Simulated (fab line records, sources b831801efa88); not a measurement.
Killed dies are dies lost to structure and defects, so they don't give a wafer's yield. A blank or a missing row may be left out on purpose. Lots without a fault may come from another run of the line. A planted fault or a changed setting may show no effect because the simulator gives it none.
One fault seen from 2 desks | flow sky130 | each desk has only its own numbers; what lay behind them comes last

THE TOOL OWNER'S DESK: rtp_anneal-01
The tool's own readings at SKY_SD_N_RTA_14 (time 2 s): means of the sampled wafers that have a number, for each lot that ran on this tool. A lot is out of limits, marked OUT, if its mean lies more than 4 standard deviations from the usual mean; the brackets give that distance.
Columns: A = lamp_power_pct at SKY_SD_N_RTA_14, usual 15.73 %; B = ramp_up_c_per_s at SKY_SD_N_RTA_14, usual 150.00; C = wafer_temp_C_max at SKY_SD_N_RTA_14, usual 1078.2
lot  | first seen here | A     | B                       | C
L312 | day 27 16:11    | 15.70 | 149.99                  | 1077.8
L314 | day 28 05:09    | 15.78 | 150.01                  | 1077.2
L316 | day 28 14:11    | 15.74 | 149.99                  | 1077.7
L318 | day 29 10:51    | 15.72 | 150.00                  | 1079.2
L325 | day 32 14:35    | 15.74 | 45.02 (-99 or more) OUT | 1079.2
L326 | day 32 18:50    | 15.75 | 44.99 (-99 or more) OUT | 1079.1
This desk's finding: out of limits on L325, L326; first on L325, day 32 14:35 (ramp_up_c_per_s at SKY_SD_N_RTA_14). In limits: L312, L314, L316, L318.

THE METROLOGY DESK
What the gauges read, lot by lot, whatever tool the lot ran on: means of the sampled wafers that have a number. A lot is out of limits, marked OUT, if its mean lies more than 4 standard deviations from the usual mean; the brackets give that distance.
Columns: A = SD_N_TW at SKY_SD_N_TW_MEAS_12, usual 3988; B = LI_CONTACT_W_RS at SKY_LI_CONTACT_RS_MEAS_22, usual 0.287 ohm/sq; C = LOCAL_INTERCONNECT_TIN_RS at SKY_LOCAL_INTERCONNECT_RS_MEAS_01, usual 14.17 ohm/sq
lot  | first seen here | A    | B     | C
L312 | day 27 16:05    | 4004 | 0.292 | 14.05
L313 | day 27 16:49    | 3970 | 0.284 | 14.44
L314 | day 28 05:02    | 3977 | 0.285 | 14.41
L315 | day 28 08:56    | 3962 | 0.290 | 14.21
L316 | day 28 14:04    | 4000 | 0.291 | 14.00
L317 | day 29 02:01    | 4019 | 0.290 | 14.02
L318 | day 29 10:44    | 4020 | 0.291 | 14.39
L319 | day 30 11:02    | 3996 | 0.286 | 13.98
L325 | day 32 14:29    | 3993 | 0.287 | 14.34
L326 | day 32 18:44    | 3990 | 0.288 | 14.00
L328 | day 33 12:56    | 3968 | 0.289 | 14.24
L331 | day 33 19:46    | 3991 | 0.284 | 14.22
L333 | day 34 12:23    | 3991 | 0.285 | 14.21
L335 | day 35 02:58    | 4011 | 0.288 | 14.28
This desk's finding: nothing out of limits on any of the 14 lots.

PUT TOGETHER
The tool owner's desk could have raised an alarm at day 32 14:35, on L325, L326.
The metrology desk saw nothing out of limits.
The metrology desk has L325, L326 on record, within its limits.
Of the lots named, all ran SKY_SD_N_RTA_14 on rtp_anneal-01.

WHAT THE SIMULATOR HAD PUT IN
Process parameter drift: rtp_anneal-01, from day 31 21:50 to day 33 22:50, at SKY_SD_N_RTA_14. Setting ramp_up_c_per_s, moved by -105, from 150. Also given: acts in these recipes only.
Lots struck among those shown: L325, L326.
Hours from the fault's start to each desk's first reading out of limits: the tool owner's desk, 17.
